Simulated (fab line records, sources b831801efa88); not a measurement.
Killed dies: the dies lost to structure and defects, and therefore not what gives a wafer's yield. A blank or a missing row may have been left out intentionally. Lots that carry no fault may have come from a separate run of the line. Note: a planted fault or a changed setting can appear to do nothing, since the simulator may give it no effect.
fab line records | flow gf180mcu
[record] lots = 5 | wafers = 23
route steps=602 shown VT_IMPLANT@121 MVPSD@139 POLY_GATE@162 HV_LDD@206 CONTACT@291 M1@315 V1@344 M2@366 V2@386
start_h: the number of hours between the record's first day and the start of the first shown wafer of the lot | wait_h: hours from the lot's prior step to this one | " as in the row above | L1.1+2: a row that stands for several wafers | - no value, or no start given | * or withheld: withheld | < > ~ a bound
route shown NAME@n: NAME is a module with steps in the file, n the number in the route of the first one | usual: mean/standard deviation taken from wafers without a fault | same: alike in all rows | chamber/n: place in a boat | sites: each site's reading | _std_site: their standard deviation | _edge_site: outer sites' mean less inner sites' | radius_mm: for every site, how far away it sits from the centre of the wafer | mask NAME#n: copy n | behind: the most recent tool/chamber to have shaped the wafer | hold: why the lot was held/for how many hours/how that ended | device: the transistor (n, p or np) that didn't switch | end of line: tests run on the same wafers once the route is complete | step lacking rows: just its recipe | killed: the dies lost at the first sort to structure and to defects; this is not the yield of the wafer | map: a wafer's dies, x killed, . not, _ none there
set.NAME: the setting the step ran with; set.NAME@STEP: the setting that earlier step ran with | model.NAME: the simulator's own value behind a step, which no gauge read
one table per step and one row per wafer, for lots whose settings were changed on purpose
[[steps]]
[step GF_VT_IMPLANT_STRIP_31]
[recipe] chemistry = O2/N2 | power_w = 1400 | pressure_mtorr = 1500 | platen_temp_c = 250 | o2_flow_sccm = 3000 | n2_flow_sccm = 300 | overash_fraction = 0.5
lot.wafer      | tool            | chamber   | start_h | wait_h | set.pressure_mtorr
L075.1+3+4+5+6 | plasma_asher-02 | 1,0,1,0,1 | 150.71  | 0.1    | 1500
L076.3+4+6     | plasma_asher-03 | 0,1,1     | 152.39  | 0.1    | 1500
L079.2+3+4+5+6 | plasma_asher-03 | 0,0,1,1,0 | 175.16  | 0.1    | 1559
L083.1+2+3+5+6 | plasma_asher-01 | 0,1,0,0,1 | 203.27  | 0.1    | 1500
L084.1+2+3+4+6 | plasma_asher-03 | 1,0,0,1,0 | 211.12  | 0.1    | 1500
[step GF_VT_IMPLANT_TW_MEAS_32]
[usual] VT_IMPLANT_3_TW = 270/3.7
lot.wafer | tool          | chamber | start_h | wait_h | set.dose_cm2@VT_IMPLANT_IMPLANT_30 | VT_IMPLANT_3_TW
L075.1    | film_metro-02 | -       | 150.81  | 0.1    | 2.855e+12                          | 277
L075.3    | "             | -       | "       | "      | 2.534e+12                          | 267
L075.4    | "             | -       | "       | "      | 2.855e+12                          | 277
L075.5    | "             | -       | "       | "      | 2.534e+12                          | 267
L075.6    | "             | -       | "       | "      | 2.855e+12                          | 278
L076.3    | film_metro-04 | -       | 152.48  | 0.1    | 2.534e+12                          | 274
L076.4    | "             | -       | "       | "      | 2.534e+12                          | 273
L076.6    | "             | -       | "       | "      | 2.534e+12                          | 273
L079.2    | film_metro-04 | -       | 175.27  | 0.1    | 2.534e+12                          | 272
L079.3    | "             | -       | "       | "      | 2.534e+12                          | 271
L079.4    | "             | -       | "       | "      | 2.534e+12                          | 272
L079.5    | "             | -       | "       | "      | 2.534e+12                          | 273
L079.6    | "             | -       | "       | "      | 2.534e+12                          | 272
L083.1    | film_metro-02 | -       | 203.37  | 0.1    | 2.534e+12                          | 264
L083.2    | "             | -       | "       | "      | 2.534e+12                          | 264
L083.3    | "             | -       | "       | "      | 2.848e+12                          | 275
L083.5    | "             | -       | "       | "      | 2.534e+12                          | 266
L083.6    | "             | -       | "       | "      | 2.848e+12                          | 274
L084.1    | film_metro-02 | -       | 211.22  | 0.1    | 2.721e+12                          | 271
L084.2    | "             | -       | "       | "      | 2.721e+12                          | 271
L084.3    | "             | -       | "       | "      | 2.534e+12                          | 267
L084.4    | "             | -       | "       | "      | 2.721e+12                          | 271
L084.6    | "             | -       | "       | "      | 2.534e+12                          | 266
[step GF_VT_IMPLANT_DEHYDRATE_33]
[recipe] temp_c = 200 | time_s = 60
[step GF_VT_IMPLANT_HMDS_34]
[recipe] prime_time_s = 60 | prime_temp_c = 120
[step GF_VT_IMPLANT_RS_MEAS_49]
[recipe] thk_meas_gauge = four-point-probe
[usual] MVPSD_RS = 1169.4/2.6
lot.wafer | tool          | chamber | start_h | wait_h | set.dose_cm2@MVPSD_IMPLANT_08 | MVPSD_RS[ohm/sq]
L075.1    | film_metro-04 | -       | 168.14  | 0.1    | 1.5e+13                       | 1167.5
L075.3    | "             | -       | "       | "      | 1.5e+13                       | 1169.3
L075.4    | "             | -       | "       | "      | 1.398e+13                     | 1207.7
L075.5    | "             | -       | "       | "      | 1.398e+13                     | 1207.1
L075.6    | "             | -       | "       | "      | 1.5e+13                       | 1168.3
L076.3    | film_metro-04 | -       | 169.28  | 0.1    | 1.5e+13                       | 1171.5
L076.4    | "             | -       | "       | "      | 1.5e+13                       | 1170.4
L076.6    | "             | -       | "       | "      | 1.5e+13                       | 1170.8
L079.2    | film_metro-01 | -       | 192.95  | 0.1    | 1.422e+13                     | 1200.1
L079.3    | "             | -       | "       | "      | 1.422e+13                     | 1199.9
L079.4    | "             | -       | "       | "      | 1.5e+13                       | 1171.7
L079.5    | "             | -       | "       | "      | 1.5e+13                       | 1172.0
L079.6    | "             | -       | "       | "      | 1.5e+13                       | 1171.4
L083.1    | film_metro-04 | -       | 220.69  | 0.1    | 1.5e+13                       | 1166.4
L083.2    | "             | -       | "       | "      | 1.5e+13                       | 1165.4
L083.3    | "             | -       | "       | "      | 1.5e+13                       | 1165.1
L083.5    | "             | -       | "       | "      | 1.5e+13                       | 1166.6
L083.6    | "             | -       | "       | "      | 1.5e+13                       | 1170.5
L084.1    | film_metro-01 | -       | 227.99  | 0.1    | 1.461e+13                     | 1187.2
L084.2    | "             | -       | "       | "      | 1.5e+13                       | 1171.2
L084.3    | "             | -       | "       | "      | 1.461e+13                     | 1189.2
L084.4    | "             | -       | "       | "      | 1.5e+13                       | 1173.9
L084.6    | "             | -       | "       | "      | 1.461e+13                     | 1190.4
[step GF_POLY_GATE_COAT_05]
[recipe] resist = KrF | spin_rpm = withheld | resist_thk_nm = 700
lot.wafer | tool           | chamber | start_h | wait_h | set.resist_thk_nm | model.KrF_of_POLY_GATE_COAT_05.thk_nm
L076.3    | litho_track-04 | 0       | -       | -      | 700               | 698.7
L076.4    | "              | 0       | "       | "      | 700               | 696.8
L076.6    | "              | 0       | "       | "      | 700               | 700.7
L075.1    | litho_track-04 | 0       | -       | -      | 700               | 704.7
L075.3    | "              | 0       | "       | "      | 669.4             | 672.3
L075.4    | "              | 0       | "       | "      | 700               | 704.4
L075.5    | "              | 0       | "       | "      | 669.4             | 674.8
L075.6    | "              | 0       | "       | "      | 669.4             | 676.6
L079.2    | litho_track-02 | 0       | -       | -      | 677.5             | 680.1
L079.3+6  | "              | 0       | "       | "      | 700               | 702.9
L079.4    | "              | 0       | "       | "      | 677.5             | 680.4
L079.5    | "              | 0       | "       | "      | 677.5             | 679.5
L083.1    | litho_track-01 | 0       | -       | -      | 664.5             | 665.2
L083.2    | "              | 0       | "       | "      | 700               | 701
L083.3    | "              | 0       | "       | "      | 664.5             | 662.2
L083.5    | "              | 0       | "       | "      | 700               | 699
L083.6    | "              | 0       | "       | "      | 700               | 699.8
L084.1    | litho_track-01 | 0       | -       | -      | 736.9             | 733.1
L084.2    | "              | 0       | "       | "      | 700               | 701.4
L084.3    | "              | 0       | "       | "      | 700               | 701.1
L084.4    | "              | 0       | "       | "      | 736.9             | 737.6
L084.6    | "              | 0       | "       | "      | 700               | 700.1
[step GF_POLY_GATE_ETCH_13]
[recipe] target = poly-Si | target_depth_nm = 198.5 | stop_on = SiO2 | over_etch_frac = 0.403 | chemistry = HBr/Cl2 | icp_w = 400 | bias_w = 100 | pressure_mtorr = 10 | HBr_flow_sccm = 150 | Cl2_flow_sccm = 50 | time_s = 69.6
lot.wafer      | tool      | chamber   | start_h | wait_h | set.over_etch_frac
L076.3+4+6     | rie_si-01 | 0,1,3     | 209.07  | -      | 0.403
L075.1+3+6     | rie_si-02 | 0,2,2     | 210.49  | -      | 0.4553
L075.4+5       | "         | 1,3       | "       | "      | 0.403
L079.2+3+4+5+6 | rie_si-02 | 0,3,1,1,2 | 236.78  | -      | 0.403
L083.1+3+5     | rie_si-02 | 1,3,1     | 263.74  | -      | 0.403
L083.2+6       | "         | 0         | "       | "      | 0.4696
L084.1+2+3     | rie_si-02 | 0,3,1     | 270.43  | -      | 0.4386
L084.4+6       | "         | 0,1       | "       | "      | 0.403
[step GF_POLY_GATE_STRIP_14]
[recipe] chemistry = O2/N2 | power_w = 1400 | pressure_mtorr = 1500 | platen_temp_c = 250 | o2_flow_sccm = 3000 | n2_flow_sccm = 300 | overash_fraction = 0.5
[usual] oes_product_au = 0.506/0.0036
lot.wafer | tool            | chamber | start_h | wait_h | set.resist_thk_nm@POLY_GATE_COAT_05 | oes_product_au
L076.3    | plasma_asher-04 | 1       | 209.16  | 0.1    | 700                                 | 0.507
L076.4    | "               | 0       | "       | "      | 700                                 | 0.503
L076.6    | "               | 1       | "       | "      | 700                                 | 0.504
L075.1    | plasma_asher-04 | 0       | 210.54  | 0.0    | 700                                 | 0.509
L075.3    | "               | 1       | "       | "      | 669.4                               | 0.485
L075.4    | "               | 0       | "       | "      | 700                                 | 0.503
L075.5    | "               | 0       | "       | "      | 669.4                               | 0.495
L075.6    | "               | 1       | "       | "      | 669.4                               | 0.485
L079.2    | plasma_asher-01 | 1       | 236.83  | 0.0    | 677.5                               | 0.501
L079.3    | "               | 0       | "       | "      | 700                                 | 0.510
L079.4    | "               | 1       | "       | "      | 677.5                               | 0.502
L079.5    | "               | 0       | "       | "      | 677.5                               | 0.503
L079.6    | "               | 1       | "       | "      | 700                                 | 0.500
L083.1    | plasma_asher-04 | 0       | 263.79  | 0.0    | 664.5                               | 0.484
L083.2    | "               | 1       | "       | "      | 700                                 | 0.506
L083.3    | "               | 0       | "       | "      | 664.5                               | 0.488
L083.5    | "               | 1       | "       | "      | 700                                 | 0.510
L083.6    | "               | 0       | "       | "      | 700                                 | 0.504
L084.1    | plasma_asher-04 | 1       | 270.48  | 0.0    | 736.9                               | 0.523
L084.2    | "               | 0       | "       | "      | 700                                 | 0.505
L084.3    | "               | 1       | "       | "      | 700                                 | 0.502
L084.4    | "               | 0       | "       | "      | 736.9                               | 0.521
L084.6    | "               | 1       | "       | "      | 700                                 | 0.510
[step GF_HV_LDD_DEVELOP_30]
[recipe] develop_time_s = 60 | dev_temp_c = 23
lot.wafer      | tool           | chamber | start_h | wait_h | set.develop_time_s
L076.3+4+6     | litho_track-01 | 0       | 264.98  | 0.1    | 60
L075.1+5+6     | litho_track-03 | 0       | 269.03  | 0.1    | 60
L075.3+4       | "              | 0       | "       | "      | 56.28
L079.2+4+6     | litho_track-04 | 0       | 297.09  | 0.1    | 53.78
L079.3+5       | "              | 0       | "       | "      | 60
L083.1+2+3+5+6 | litho_track-03 | 0       | 326.73  | 0.1    | 60
L084.1+2       | litho_track-04 | 0       | 334.46  | 0.1    | 60
L084.3+4+6     | "              | 0       | "       | "      | 52.77
[step GF_HV_LDD_CD_MEAS_31]
[recipe] target_cd_nm = 400
[usual] cd_nm = 399.6/2.4
lot.wafer | tool      | chamber | start_h | wait_h | set.develop_time_s@HV_LDD_DEVELOP_30 | cd_nm
L076.3    | cd_sem-01 | -       | 265.12  | 0.1    | 60                                   | 398.2
L076.4    | "         | -       | "       | "      | 60                                   | 400.7
L076.6    | "         | -       | "       | "      | 60                                   | 398.9
L075.1    | cd_sem-01 | -       | 269.18  | 0.1    | 60                                   | 402.2
L075.3    | "         | -       | "       | "      | 56.28                                | 396.2
L075.4    | "         | -       | "       | "      | 56.28                                | 394.1
L075.5    | "         | -       | "       | "      | 60                                   | 403.3
L075.6    | "         | -       | "       | "      | 60                                   | 401.5
L079.2    | cd_sem-02 | -       | 297.23  | 0.1    | 53.78                                | 390.4
L079.3    | "         | -       | "       | "      | 60                                   | 399.3
L079.4    | "         | -       | "       | "      | 53.78                                | 389.4
L079.5    | "         | -       | "       | "      | 60                                   | 399.4
L079.6    | "         | -       | "       | "      | 53.78                                | 388.7
L083.1    | cd_sem-02 | -       | 326.88  | 0.1    | 60                                   | 400.3
L083.2    | "         | -       | "       | "      | 60                                   | 399.6
L083.3    | "         | -       | "       | "      | 60                                   | 399.8
L083.5    | "         | -       | "       | "      | 60                                   | 399.5
L083.6    | "         | -       | "       | "      | 60                                   | 398.9
L084.1    | cd_sem-01 | -       | 334.61  | 0.1    | 60                                   | 399.1
L084.2    | "         | -       | "       | "      | 60                                   | 399.4
L084.3    | "         | -       | "       | "      | 52.77                                | 388.2
L084.4    | "         | -       | "       | "      | 52.77                                | 386.4
L084.6    | "         | -       | "       | "      | 52.77                                | 388.6
[step GF_HV_LDD_IMPLANT_48]
[recipe] species = B | energy_kev = 25 | dose_cm2 = 3e+13 | tilt_deg = 7
lot.wafer      | tool         | chamber | start_h | wait_h | set.energy_kev | model.implant.rp_nm | model.implant.drp_nm
L076.3+4+6     | implanter-01 | 0       | 285.30  | 0.1    | 25             | 78.69               | 35.62
L075.1+3+4+5+6 | implanter-01 | 0       | 290.07  | 0.0    | 25             | 82.88               | 35.62
L079.2+3+4+5+6 | implanter-02 | 0       | 318.26  | 0.0    | 25             | 79.87               | 35.62
L083.1+6       | implanter-01 | 0       | 349.78  | 0.0    | 24.43          | 80.54               | 34.67
L083.2+3+5     | "            | 0       | "       | "      | 25             | 82.39               | 35.62
L084.1+3       | implanter-02 | 0       | 358.13  | 0.0    | 24.28          | 78.04               | 34.42
L084.2+4+6     | "            | 0       | "       | "      | 25             | 80.32               | 35.62
[step GF_CONTACT_CMP_04]
[recipe] material = SiO2 | down_force_psi = 4 | platen_rpm = 60 | pad_velocity_m_s = 0.94248
lot.wafer | tool   | chamber | start_h | wait_h | set.leave_above_ref_nm | model.SiO2_of_CONTACT_CVD_02.thk_nm
L076.3    | cmp-02 | 3       | 355.66  | 0.0    | 560                    | 559.2
L076.4    | "      | 0       | "       | "      | 560                    | 560.2
L076.6    | "      | 0       | "       | "      | 560                    | 558.4
L075.3+6  | cmp-01 | 0,1     | 361.78  | 0.0    | 570.5                  | 570.6
L075.4    | "      | 1       | "       | "      | 560                    | 559
L075.1    | "      | 3       | "       | "      | 570.5                  | 571.7
L075.5    | "      | 0       | "       | "      | 560                    | 558.6
L079.4    | cmp-01 | 2       | 392.87  | 0.3    | 560                    | 557.6
L079.3    | "      | 3       | "       | "      | 546.5                  | 546.3
L079.2    | "      | 1       | "       | "      | 546.5                  | 545.1
L079.6    | "      | 2       | "       | "      | 560                    | 557.9
L079.5    | "      | 3       | "       | "      | 560                    | 560.6
L083.2    | cmp-02 | 0       | 428.23  | 0.1    | 560                    | 560.5
L083.3    | "      | 1       | "       | "      | 560                    | 561.3
L083.1    | "      | 2       | "       | "      | 560                    | 559.5
L083.6    | "      | 3       | "       | "      | 560                    | 560
L083.5    | "      | 0       | "       | "      | 560                    | 559.8
L084.3    | cmp-01 | 2       | 435.78  | 0.0    | 560                    | 559.8
L084.4    | "      | 3       | "       | "      | 560                    | 560.3
L084.1    | "      | 0       | "       | "      | 580.8                  | 581.7
L084.2    | "      | 1       | "       | "      | 580.8                  | 580.5
L084.6    | "      | 3       | "       | "      | 560                    | 562.6
[step GF_CONTACT_ETCH_16]
[recipe] chemistry = N2/H2 | target_depth_a = withheld | overetch_a = withheld | time_s = withheld | target = BARC | ion_energy_ev = 200 | source_w = 500 | bias_w = 100 | pressure_mtorr = 30 | n2_flow_sccm = 100 | h2_flow_sccm = 200
lot.wafer      | tool        | chamber   | start_h | wait_h | set.source_w
L076.3+4+6     | rie_diel-04 | 2,3,2     | 379.58  | 0.0    | 500
L075.1+4+5     | rie_diel-03 | 1,3,1     | 385.42  | 0.0    | 452.3
L075.3+6       | "           | 0,2       | "       | "      | 500
L079.2+3+4+5+6 | rie_diel-02 | 0,1,2,2,3 | 418.28  | 0.0    | 500
L083.1+2+3+5+6 | rie_diel-03 | 3,1,0,0,3 | 452.62  | 0.0    | 500
L084.1+2+3+4+6 | rie_diel-04 | 3,2,0,1,0 | 460.33  | 0.0    | 500
[step GF_CONTACT_ETCH_17]
[recipe] chemistry = C4F8/O2/Ar | mask_material = KrF | target = SiO2 | stop_on = CoSi2 | source_w = 1500 | bias_w = 1200 | pressure_mtorr = 40 | c4f8_flow_sccm = withheld | O2_flow_sccm = 6 | Ar_flow_sccm = 300 | time_s = withheld | target_depth_a = 8600
lot.wafer | tool        | chamber | start_h | wait_h | set.leave_above_ref_nm@CONTACT_CMP_04 | model.CONTACT.feature_depth_nm
L076.3    | rie_diel-04 | 2       | -       | -      | 560                                   | 861.3
L076.4    | "           | 3       | "       | "      | 560                                   | 859.8
L076.6    | "           | 2       | "       | "      | 560                                   | 859.4
L075.1    | rie_diel-03 | 1       | -       | -      | 570.5                                 | 875.8
L075.3    | "           | 0       | "       | "      | 570.5                                 | 866.9
L075.4    | "           | 3       | "       | "      | 560                                   | 856.5
L075.5    | "           | 1       | "       | "      | 560                                   | 857.7
L075.6    | "           | 2       | "       | "      | 570.5                                 | 873.2
L079.2    | rie_diel-02 | 0       | -       | -      | 546.5                                 | 841.2
L079.3    | "           | 1       | "       | "      | 546.5                                 | 845.8
L079.4    | "           | 2       | "       | "      | 560                                   | 857.5
L079.5    | "           | 2       | "       | "      | 560                                   | 858.2
L079.6    | "           | 3       | "       | "      | 560                                   | 860.3
L083.1    | rie_diel-03 | 3       | -       | -      | 560                                   | 857.6
L083.2    | "           | 1       | "       | "      | 560                                   | 857.8
L083.3+5  | "           | 0       | "       | "      | 560                                   | 859
L083.6    | "           | 3       | "       | "      | 560                                   | 853.4
L084.1    | rie_diel-04 | 3       | -       | -      | 580.8                                 | 878.3
L084.2    | "           | 2       | "       | "      | 580.8                                 | 885.2
L084.3    | "           | 0       | "       | "      | 560                                   | 860
L084.4    | "           | 1       | "       | "      | 560                                   | 861.4
L084.6    | "           | 0       | "       | "      | 560                                   | 860.6
[step GF_M1_SPUTTER_00]
[recipe] material = Ti | target_thk_nm = 37.5 | arriving_ion_energy_ev = 80 | substrate_temp_c = 200 | chamber_pressure_pa = 2 | power_w = 4000 | time_s = 150
lot.wafer | tool           | chamber | start_h | wait_h | set.power_w | model.Ti_of_M1_SPUTTER_00.thk_nm
L076.3    | pvd_sputter-03 | -       | 380.78  | 0.2    | 4000        | 37.92
L076.4    | "              | -       | "       | "      | 4000        | 38.02
L076.6    | "              | -       | "       | "      | 4000        | 37.8
L075.1    | pvd_sputter-02 | -       | 386.65  | 0.2    | 4000        | 38.17
L075.3    | "              | -       | "       | "      | 4408        | 41.68
L075.4    | "              | -       | "       | "      | 4000        | 38.06
L075.5    | "              | -       | "       | "      | 4408        | 41.44
L075.6    | "              | -       | "       | "      | 4408        | 41.72
L079.2    | pvd_sputter-02 | -       | 419.42  | 0.2    | 4000        | 37.77
L079.3    | "              | -       | "       | "      | 4000        | 37.31
L079.4    | "              | -       | "       | "      | 4000        | 37.52
L079.5    | "              | -       | "       | "      | 4000        | 37.4
L079.6    | "              | -       | "       | "      | 4000        | 37.98
L083.1    | pvd_sputter-03 | -       | 453.76  | 0.2    | 3733        | 35.67
L083.2    | "              | -       | "       | "      | 4000        | 37.74
L083.3    | "              | -       | "       | "      | 3733        | 35.34
L083.5    | "              | -       | "       | "      | 3733        | 35.45
L083.6    | "              | -       | "       | "      | 4000        | 37.92
L084.1    | pvd_sputter-03 | -       | 461.47  | 0.2    | 4000        | 37.52
L084.2    | "              | -       | "       | "      | 4314        | 40.48
L084.3    | "              | -       | "       | "      | 4314        | 40.15
L084.4    | "              | -       | "       | "      | 4000        | 37.59
L084.6    | "              | -       | "       | "      | 4314        | 40.25
[step GF_M1_SPUTTER_01]
[recipe] material = TiN | target_thk_nm = 30 | power_w = 6500 | time_s = 25 | chamber_pressure_pa = 0.4
lot.wafer | tool           | chamber | start_h | wait_h | set.power_w | model.TiN_of_M1_SPUTTER_01.thk_nm
L076.3    | pvd_sputter-03 | -       | 380.88  | 0.1    | 6500        | 30
L076.4    | "              | -       | "       | "      | 6500        | 29.69
L076.6    | "              | -       | "       | "      | 6500        | 29.92
L075.1    | pvd_sputter-02 | -       | 386.75  | 0.1    | 6500        | 30.41
L075.3    | "              | -       | "       | "      | 6500        | 30.66
L075.4    | "              | -       | "       | "      | 6500        | 30.35
L075.5    | "              | -       | "       | "      | 6500        | 30.4
L075.6    | "              | -       | "       | "      | 6500        | 29.96
L079.2    | pvd_sputter-02 | -       | 419.52  | 0.1    | 6500        | 30.57
L079.3    | "              | -       | "       | "      | 6018        | 28.08
L079.4    | "              | -       | "       | "      | 6018        | 28.23
L079.5    | "              | -       | "       | "      | 6500        | 30.02
L079.6    | "              | -       | "       | "      | 6018        | 28.31
L083.1    | pvd_sputter-03 | -       | 453.86  | 0.1    | 6500        | 29.71
L083.2    | "              | -       | "       | "      | 6500        | 29.39
L083.3    | "              | -       | "       | "      | 6500        | 29.61
L083.5    | "              | -       | "       | "      | 6500        | 29.79
L083.6    | "              | -       | "       | "      | 6500        | 29.57
L084.1    | pvd_sputter-03 | -       | 461.57  | 0.1    | 6761        | 30.98
L084.2    | "              | -       | "       | "      | 6761        | 31.07
L084.3    | "              | -       | "       | "      | 6500        | 29.67
L084.4    | "              | -       | "       | "      | 6500        | 29.29
L084.6    | "              | -       | "       | "      | 6761        | 30.85
[step GF_V1_COAT_09]
[recipe] resist = KrF | spin_rpm = withheld | resist_thk_nm = 1000
lot.wafer | tool           | chamber | start_h | wait_h | set.resist_thk_nm | model.KrF_of_V1_COAT_09.thk_nm
L076.3    | litho_track-02 | 0       | -       | -      | 1000              | 999.9
L076.4    | "              | 0       | "       | "      | 1000              | 1004
L076.6    | "              | 0       | "       | "      | 1000              | 1005
L075.1    | litho_track-03 | 0       | -       | -      | 1000              | 1005
L075.3    | "              | 0       | "       | "      | 1000              | 1002
L075.4+6  | "              | 0       | "       | "      | 1057              | 1059
L075.5    | "              | 0       | "       | "      | 1000              | 1003
L079.2+6  | litho_track-02 | 0       | -       | -      | 1000              | 1006
L079.3    | "              | 0       | "       | "      | 1021              | 1025
L079.4    | "              | 0       | "       | "      | 1021              | 1027
L079.5    | "              | 0       | "       | "      | 1021              | 1024
L083.1    | litho_track-02 | 0       | -       | -      | 1000              | 999.3
L083.2    | "              | 0       | "       | "      | 1000              | 1000
L083.3    | "              | 0       | "       | "      | 1000              | 1001
L083.5    | "              | 0       | "       | "      | 1000              | 999.6
L083.6    | "              | 0       | "       | "      | 1000              | 997.9
L084.1    | litho_track-03 | 0       | -       | -      | 1000              | 998.3
L084.2    | "              | 0       | "       | "      | 1000              | 996.1
L084.3    | "              | 0       | "       | "      | 1000              | 999.8
L084.4    | "              | 0       | "       | "      | 1000              | 999.9
L084.6    | "              | 0       | "       | "      | 1000              | 997.5
[step GF_M2_SPUTTER_04]
[recipe] material = TiN | target_thk_nm = 50 | power_w = 6500 | time_s = 41.7 | chamber_pressure_pa = 0.4
lot.wafer | tool           | chamber | start_h | wait_h | set.time_s | model.TiN_of_M2_SPUTTER_04.thk_nm
L076.3    | pvd_sputter-03 | -       | 433.00  | 0.0    | 41.7       | 49.66
L076.4    | "              | -       | "       | "      | 41.7       | 49.91
L076.6    | "              | -       | "       | "      | 41.7       | 49.54
L075.1    | pvd_sputter-03 | -       | 439.27  | 0.0    | 46.5       | 55.76
L075.3    | "              | -       | "       | "      | 46.5       | 55.87
L075.4    | "              | -       | "       | "      | 41.7       | 50.37
L075.5    | "              | -       | "       | "      | 41.7       | 50.56
L075.6    | "              | -       | "       | "      | 41.7       | 50.05
L079.2    | pvd_sputter-03 | -       | 471.97  | 0.0    | 41.7       | 50.1
L079.3    | "              | -       | "       | "      | 41.7       | 49.46
L079.4    | "              | -       | "       | "      | 41.7       | 49.54
L079.5    | "              | -       | "       | "      | 41.7       | 49.63
L079.6    | "              | -       | "       | "      | 41.7       | 49.85
L083.1    | pvd_sputter-02 | -       | 504.59  | 0.0    | 47.86      | 57.54
L083.2    | "              | -       | "       | "      | 47.86      | 57.73
L083.3    | "              | -       | "       | "      | 41.7       | 49.87
L083.5    | "              | -       | "       | "      | 41.7       | 50.08
L083.6    | "              | -       | "       | "      | 41.7       | 49.71
L084.1    | pvd_sputter-02 | -       | 511.71  | 0.0    | 41.7       | 49.15
L084.2    | "              | -       | "       | "      | 39.76      | 47.54
L084.3    | "              | -       | "       | "      | 39.76      | 47.84
L084.4    | "              | -       | "       | "      | 41.7       | 49.78
L084.6    | "              | -       | "       | "      | 41.7       | 49.9
[step GF_V2_CMP_04]
[recipe] material = SiO2 | down_force_psi = 4 | platen_rpm = 60 | pad_velocity_m_s = 0.94248
[usual] time_to_endpoint_s = 79/6.7
lot.wafer | tool   | chamber | start_h | wait_h | set.leave_above_ref_nm | time_to_endpoint_s | model.SiO2_of_V2_CVD_02.thk_nm
L076.4    | cmp-01 | 0       | 458.80  | 0.0    | 632.5                  | 79                 | 630.9
L076.3    | "      | 3       | "       | "      | 632.5                  | 84                 | 632.9
L076.6    | "      | 1       | "       | "      | 632.5                  | 83                 | 631.7
L075.1    | cmp-01 | 1       | 464.68  | 0.1    | 632.5                  | 72                 | 630.6
L075.4    | "      | 2       | "       | "      | 632.5                  | 80                 | 631.3
L075.3    | "      | 3       | "       | "      | 632.5                  | 73                 | 632.5
L075.6    | "      | 0       | "       | "      | 632.5                  | 73                 | 631.8
L075.5    | "      | 1       | "       | "      | 632.5                  | 78                 | 632.9
L079.2    | cmp-01 | 1       | 496.84  | 0.0    | 673.8                  | 60                 | 673.4
L079.3    | "      | 2       | "       | "      | 673.8                  | 58                 | 673.2
L079.4    | "      | 0       | "       | "      | 632.5                  | 76                 | 631.1
L079.6    | "      | 1       | "       | "      | 673.8                  | 64                 | 673
L079.5    | "      | 2       | "       | "      | 632.5                  | 77                 | 632.2
L083.1    | cmp-01 | 2       | 528.95  | 0.1    | 632.5                  | 73                 | 630.4
L083.2    | "      | 3       | "       | "      | 632.5                  | 82                 | 633.2
L083.3    | "      | 0       | "       | "      | 665.9                  | 62                 | 664
L083.6    | "      | 1       | "       | "      | 665.9                  | 65                 | 663.7
L083.5    | "      | 2       | "       | "      | 632.5                  | 77                 | 631.1
L084.1    | cmp-02 | 3       | 535.00  | 0.1    | 613.4                  | 92                 | 613.1
L084.3    | "      | 0       | "       | "      | 632.5                  | 78                 | 633.4
L084.2    | "      | 1       | "       | "      | 613.4                  | 90                 | 614.3
L084.4    | "      | 2       | "       | "      | 632.5                  | 88                 | 632.8
L084.6    | "      | 0       | "       | "      | 632.5                  | 86                 | 633.8
[[key]]
[split] step = GF_VT_IMPLANT_STRIP_31 | setting = pressure_mtorr | stated = 1500 | by = lot
response none clear
[split] step = GF_POLY_GATE_COAT_05 | setting = resist_thk_nm | stated = 700 | by = wafer
[response] step = GF_POLY_GATE_COAT_05 | reading = model.KrF_of_POLY_GATE_COAT_05.thk_nm | change = +6.87 | per = 1% | r = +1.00
[response] step = GF_POLY_GATE_STRIP_14 | reading = oes_product_au | change = +0.00334 | per = 1% | r = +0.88
[split] step = GF_POLY_GATE_ETCH_13 | setting = over_etch_frac | stated = 0.403 | by = wafer
response none clear
[split] step = GF_HV_LDD_DEVELOP_30 | setting = develop_time_s | stated = 60 | by = wafer
[response] step = GF_HV_LDD_CD_MEAS_31 | reading = cd_nm | change = +0.977 | per = 1% | r = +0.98
[split] step = GF_HV_LDD_IMPLANT_48 | setting = energy_kev | stated = 25 | by = wafer
[response] step = GF_HV_LDD_IMPLANT_48 | reading = model.implant.rp_nm | change = +0.801 | per = 1% | r = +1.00
[response] step = GF_HV_LDD_IMPLANT_48 | reading = model.implant.drp_nm | change = +0.418 | per = 1% | r = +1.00
[split] step = GF_CONTACT_CMP_04 | setting = leave_above_ref_nm | stated = 560 | by = wafer
[response] step = GF_CONTACT_CMP_04 | reading = model.SiO2_of_CONTACT_CVD_02.thk_nm | change = +5.59 | per = 1% | r = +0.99
[response] step = GF_CONTACT_ETCH_17 | reading = model.CONTACT.feature_depth_nm | change = +6.17 | per = 1% | r = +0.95
[split] step = GF_CONTACT_ETCH_16 | setting = source_w | stated = 500 | by = wafer
response none clear
[split] step = GF_M1_SPUTTER_00 | setting = power_w | stated = 4000 | by = wafer
[response] step = GF_M1_SPUTTER_00 | reading = model.Ti_of_M1_SPUTTER_00.thk_nm | change = +0.347 | per = 1% | r = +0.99
[split] step = GF_M1_SPUTTER_01 | setting = power_w | stated = 6500 | by = wafer
[response] step = GF_M1_SPUTTER_01 | reading = model.TiN_of_M1_SPUTTER_01.thk_nm | change = +0.301 | per = 1% | r = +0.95
[split] step = GF_V1_COAT_09 | setting = resist_thk_nm | stated = 1000 | by = wafer
[response] step = GF_V1_COAT_09 | reading = model.KrF_of_V1_COAT_09.thk_nm | change = +9.68 | per = 1% | r = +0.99
[split] step = GF_M2_SPUTTER_04 | setting = time_s | stated = 41.7 | by = wafer
[response] step = GF_M2_SPUTTER_04 | reading = model.TiN_of_M2_SPUTTER_04.thk_nm | change = +0.501 | per = 1% | r = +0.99
[split] step = GF_V2_CMP_04 | setting = leave_above_ref_nm | stated = 632.5 | by = wafer
[response] step = GF_V2_CMP_04 | reading = time_to_endpoint_s | change = * | per = 1% | r = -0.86
[response] step = GF_V2_CMP_04 | reading = model.SiO2_of_V2_CVD_02.thk_nm | change = +6.29 | per = 1% | r = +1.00
split outside_this_file step=GF_MVPSD_IMPLANT_08 setting=dose_cm2
split outside_this_file step=GF_VT_IMPLANT_IMPLANT_30 setting=dose_cm2
// split outside_this_file: this setting was split too, and the file shows its column; the key of that split is in another file
